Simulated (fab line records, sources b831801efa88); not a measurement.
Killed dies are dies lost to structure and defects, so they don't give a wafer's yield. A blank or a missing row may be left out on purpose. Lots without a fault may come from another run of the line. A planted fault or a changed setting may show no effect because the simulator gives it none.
Which tool did it? | flow sky130 | 11 lots, 33 wafers sampled, at 3 steps of a route of 708

WHAT THE GAUGES READ, wafer by wafer
SKY_VIA4_BOW_MEAS_03.
lot  | measured     | on            | VIA4_BOW (um)
L132 | day 42 03:32 | film_metro-01 | 64 78 74
L133 | day 42 04:31 | film_metro-01 | 78 85 85
L134 | day 42 12:08 | film_metro-01 | 77 76 84
L139 | day 43 17:52 | film_metro-01 | 86 85 86
L138 | day 43 18:34 | film_metro-01 | 65 86 85
L142 | day 44 07:37 | film_metro-01 | 77 73 77
L143 | day 45 12:19 | film_metro-03 | 74 73 73
L144 | day 45 14:29 | film_metro-03 | 89 68 68
L147 | day 46 01:06 | film_metro-01 | 67 71 69
L151 | day 46 19:07 | film_metro-03 | 70 73 60
L155 | day 47 19:34 | film_metro-04 | 75 87 82

WHICH TOOL RAN EACH LOT (tool, then ch and the chambers of the sampled wafers, then the start)
lot  | SKY_METAL4_SPUTTER_01        | SKY_METAL4_SPUTTER_04
L132 | pvd_sputter-02, day 40 00:59 | pvd_sputter-02, day 40 01:04
L133 | pvd_sputter-01, day 40 01:19 | pvd_sputter-01, day 40 01:23
L134 | pvd_sputter-02, day 40 11:18 | pvd_sputter-02, day 40 11:23
L139 | pvd_sputter-02, day 41 17:03 | pvd_sputter-02, day 41 17:08
L138 | pvd_sputter-04, day 41 17:25 | pvd_sputter-04, day 41 17:30
L142 | pvd_sputter-02, day 42 06:26 | pvd_sputter-02, day 42 06:31
L143 | pvd_sputter-01, day 43 14:33 | pvd_sputter-01, day 43 14:38
L144 | pvd_sputter-04, day 43 15:51 | pvd_sputter-04, day 43 15:56
L147 | pvd_sputter-02, day 44 02:56 | pvd_sputter-02, day 44 03:01
L151 | pvd_sputter-02, day 44 22:49 | pvd_sputter-02, day 44 22:53
L155 | pvd_sputter-04, day 46 01:04 | pvd_sputter-04, day 46 01:09
- SKY_METAL4_SPUTTER_01: material TiN, target thk 20 nm, time 16.7 s.
- SKY_METAL4_SPUTTER_04: material TiN, target thk 70 nm, time 58.3 s.

THE ANSWER, worked out from the rows above alone
Rule: what is usual is taken from the lots themselves. Put in order of their means at a reading, lots are off if they are a third of the lots or fewer, leave a main group of 4 or more, and stand apart from it by a gap of 3 or more times the standard deviation of the main group's means; of several such gaps the widest counts. A main group whose means are all the same, to the digits that the tables above print for the reading, isn't used. A lot without any number at a reading at which 4 lots or more have one is off too. The other lots that the step has rows for count as sound.
No lot is off at any reading shown: from this, nothing can be told.

WHAT THE SIMULATOR HAD PUT IN
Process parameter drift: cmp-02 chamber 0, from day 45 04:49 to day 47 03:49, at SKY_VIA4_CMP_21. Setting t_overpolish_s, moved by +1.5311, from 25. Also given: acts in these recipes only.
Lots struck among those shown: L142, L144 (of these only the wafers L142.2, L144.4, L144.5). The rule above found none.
